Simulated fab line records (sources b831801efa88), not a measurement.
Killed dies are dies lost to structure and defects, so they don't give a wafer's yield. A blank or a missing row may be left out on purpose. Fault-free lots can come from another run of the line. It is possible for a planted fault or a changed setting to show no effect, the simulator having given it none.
What tool caused it? | flow gf180mcu | 14 lots, 42 wafers sampled, at 4 steps of a route of 602

## WHAT THE GAUGES SHOWED, per wafer
GF_VT_IMPLANT_OVL_MEAS_40. Usual: VT_IMPLANT_03_OVL typically reads 1.8 nm, with standard deviation 1.2.
lot  | measured     | on         | VT_IMPLANT_03_OVL (nm) | flag
L227 | day 8 02:19  | overlay-02 | 3.2 -1.0 0.5           |
L228 | day 8 08:05  | overlay-01 | -0.3 0.2 2.0           |
L229 | day 8 17:38  | overlay-02 | 2.9 0.8 2.9            |
L230 | day 8 23:22  | overlay-02 | 0.7 1.6 1.8            |
L231 | day 9 05:22  | overlay-02 | 1.3 1.1 0.9            |
L233 | day 9 19:56  | overlay-02 | 3.0 3.7 3.0            |
L234 | day 10 00:55 | overlay-01 | 1.9 3.6 2.4            |
L235 | day 10 09:01 | overlay-01 | -0.2 1.7 1.4           |
L236 | day 10 14:49 | overlay-02 | 1.8 -0.2 0.7           |
L239 | day 11 12:25 | overlay-01 | 2.0 0.7 2.0            |
L240 | day 11 18:37 | overlay-02 | 1.7 1.3 0.2            |
L243 | day 12 12:38 | overlay-02 | 1.2 1.8 1.0            |
L245 | day 13 03:49 | overlay-01 | -0.4 2.3 -0.7          |
L248 | day 14 01:37 | overlay-02 | 2.4 2.1 4.2            |

GF_HV_LDD_CD_MEAS_31: the cd target is 400 nm. Usual: cd nm 400.0 nm, standard deviation 1.9.
lot  | measured     | on        | cd nm (nm)        | flag
L227 | day 12 03:37 | cd sem-01 | 400.1 401.7 398.5 |
L228 | day 12 09:26 | cd sem-01 | 398.4 400.5 400.0 |
L229 | day 12 23:31 | cd sem-01 | 402.1 404.0 401.8 |
L230 | day 13 06:22 | cd sem-01 | 401.5 401.1 401.5 |
L231 | day 13 13:28 | cd sem-01 | 400.7 399.7 399.8 |
L233 | day 14 05:08 | cd sem-02 | 402.6 404.4 404.1 |
L234 | day 14 11:52 | cd sem-02 | 398.2 397.1 398.9 |
L235 | day 14 19:52 | cd sem-01 | 398.2 398.0 400.1 |
L236 | day 15 01:19 | cd sem-02 | 401.4 401.1 400.3 |
L239 | day 16 04:10 | cd sem-01 | 402.3 401.3 403.3 |
L240 | day 16 09:23 | cd sem-01 | 396.6 397.9 397.0 |
L243 | day 17 08:01 | cd sem-02 | 399.9 400.5 402.1 |
L245 | day 18 00:41 | cd sem-01 | 399.0 399.0 401.8 |
L248 | day 19 04:35 | cd sem-02 | 400.0 401.0 401.3 |

## WHICH TOOL RAN EACH LOT (tool, then ch and the chambers of the sampled wafers, then the start)
lot  | GF_STI_STRIP_15                     | GF_MVSD_EXPOSE_04
L227 | plasma asher-02 ch 1, day 2 11:06   | iline stepper-02 ch 0, day 4 15:05
L228 | plasma asher-02 ch 0,1, day 2 16:43 | iline stepper-02 ch 0, day 4 19:38
L229 | plasma asher-02 ch 0,1, day 2 22:57 | iline stepper-01 ch 0, day 5 03:47
L230 | plasma asher-04 ch 0,1, day 3 03:38 | iline stepper-01 ch 0, day 5 09:00
L231 | plasma asher-01 ch 0,1, day 3 08:24 | iline stepper-02 ch 0, day 5 13:13
L233 | plasma asher-01 ch 0,1, day 3 21:00 | iline stepper-02 ch 0, day 6 03:00
L234 | plasma asher-01 ch 0,1, day 3 23:45 | iline stepper-01 ch 0, day 6 05:49
L235 | plasma asher-01 ch 0,1, day 4 05:57 | iline stepper-02 ch 0, day 6 12:43
L236 | plasma asher-02 ch 0,1, day 4 10:14 | iline stepper-02 ch 0, day 6 18:16
L239 | plasma asher-02 ch 1, day 5 01:29   | iline stepper-02, day 7 11:27
L240 | plasma asher-04 ch 0,1, day 5 08:01 | iline stepper-01, day 7 18:29
L243 | plasma asher-02 ch 0,1, day 5 23:01 | iline stepper-02 ch 0, day 8 09:14
L245 | plasma asher-04 ch 0,1, day 6 08:48 | iline stepper-01 ch 0, day 8 21:43
L248 | plasma asher-02 ch 0,1, day 7 00:23 | iline stepper-01 ch 0, day 9 17:01
- GF_STI_STRIP_15: strips in O2/N2.
- GF_MVSD_EXPOSE_04: exposes mask MVSD, target cd 1000 nm.

## WHAT THE TOOLS THEMSELVES READ (means of the sampled wafers that have a number; where no wafer has one, the mark that the record gives instead)
GF_STI_STRIP_15. Usual: drypump motor current A 5.7 A, standard deviation 0.44; heater power w 298 W, standard deviation 15; o2 flow sccm 2999 sccm, standard deviation 8.9; oes product au 0.384 a.u., standard deviation 0.0046; strip time to endpoint s 3.74 s, standard deviation 0.04.
lot  | tool            | drypump motor current A (A) | heater power w (W) | o2 flow sccm (sccm) | oes product au (a.u.) | strip time to endpoint s (s) | flag
L227 | plasma asher-02 | 6.1                         | 283                | 2994                | 0.385                 | 3.73                         |
L228 | plasma asher-02 | 5.9                         | 294                | 3012                | 0.386                 | 3.76                         |
L229 | plasma asher-02 | 5.6                         | 294                | 3010                | 0.384                 | 3.74                         |
L230 | plasma asher-04 | 5.2                         | 317                | 2995                | 0.385                 | 3.82                         |
L231 | plasma asher-01 | 6.2                         | 296                | 2999                | 0.384                 | 3.76                         |
L233 | plasma asher-01 | 6.1                         | 305                | 3000                | 0.380                 | 3.70                         |
L234 | plasma asher-01 | 6.1                         | 302                | 2993                | 0.383                 | 3.72                         |
L235 | plasma asher-01 | 6.2                         | 293                | 3005                | 0.385                 | 3.76                         |
L236 | plasma asher-02 | 5.8                         | 290                | 2997                | 0.386                 | 3.76                         |
L239 | plasma asher-02 | 6.1                         | 285                | 2998                | 0.387                 | 3.76                         |
L240 | plasma asher-04 | 5.2                         | 316                | 3001                | 0.391                 | 3.78                         |
L243 | plasma asher-02 | 5.6                         | 287                | 3004                | 0.383                 | 3.70                         |
L245 | plasma asher-04 | 5.2                         | 312                | 2996                | 0.386                 | 3.74                         |
L248 | plasma asher-02 | 5.6                         | 283                | 3006                | 0.380                 | 3.70                         |

GF_MVSD_EXPOSE_04. Usual: exposure dose mJ cm2 260.01, standard deviation 0.25; focus offset nm 0.0 nm, standard deviation 0.51; reticle temp C 22.99 C, standard deviation 0.11.
lot  | tool             | exposure dose mJ cm2 | focus offset nm (nm) | reticle temp C (C) | flag
L227 | iline stepper-02 | 259.95               | 0.2                  | 22.97              |
L228 | iline stepper-02 | 260.18               | -0.2                 | 22.93              |
L229 | iline stepper-01 | 260.47               | -0.2                 | 22.98              |
L230 | iline stepper-01 | 259.77               | -0.7                 | 23.03              |
L231 | iline stepper-02 | 259.63               | -0.1                 | 23.04              |
L233 | iline stepper-02 | 260.34               | -0.3                 | 23.11              |
L234 | iline stepper-01 | 259.97               | 0.2                  | 22.95              |
L235 | iline stepper-02 | 260.14               | -0.2                 | 22.85              |
L236 | iline stepper-02 | 260.20               | 0.1                  | 22.95              |
L239 | iline stepper-02 | -                    | -                    | -                  | OFF
L240 | iline stepper-01 | -                    | -                    | -                  | OFF
L243 | iline stepper-02 | 259.95               | 0.1                  | 22.95              |
L245 | iline stepper-01 | 259.73               | 0.5                  | 22.93              |
L248 | iline stepper-01 | 259.88               | 0.2                  | 23.14              |

## THE ANSWER, worked out from the rows above alone
Rule: a lot is off if the mean of its wafers that have a number lies more than 3 standard deviations from the usual mean. Also off: a lot with no number at a reading for which 4 or more lots have one. The other lots that the step has rows for count as sound. First the gauges in route order, then the tools' own readings, where a lot's mean is used as printed above. At the first step where some lot is off, the reading lying furthest off is the one used; lots without a number count as furthest.
Off at GF_MVSD_EXPOSE_04 (exposure dose mJ cm2): L239, L240. Without a number there: L239, L240.
A tool fits if, at that step or a process step before it, it ran every lot that is off, and no sound lot after the first of them. Not one of the candidates tried fits.

## WHAT THE SIMULATOR HAD PUT IN
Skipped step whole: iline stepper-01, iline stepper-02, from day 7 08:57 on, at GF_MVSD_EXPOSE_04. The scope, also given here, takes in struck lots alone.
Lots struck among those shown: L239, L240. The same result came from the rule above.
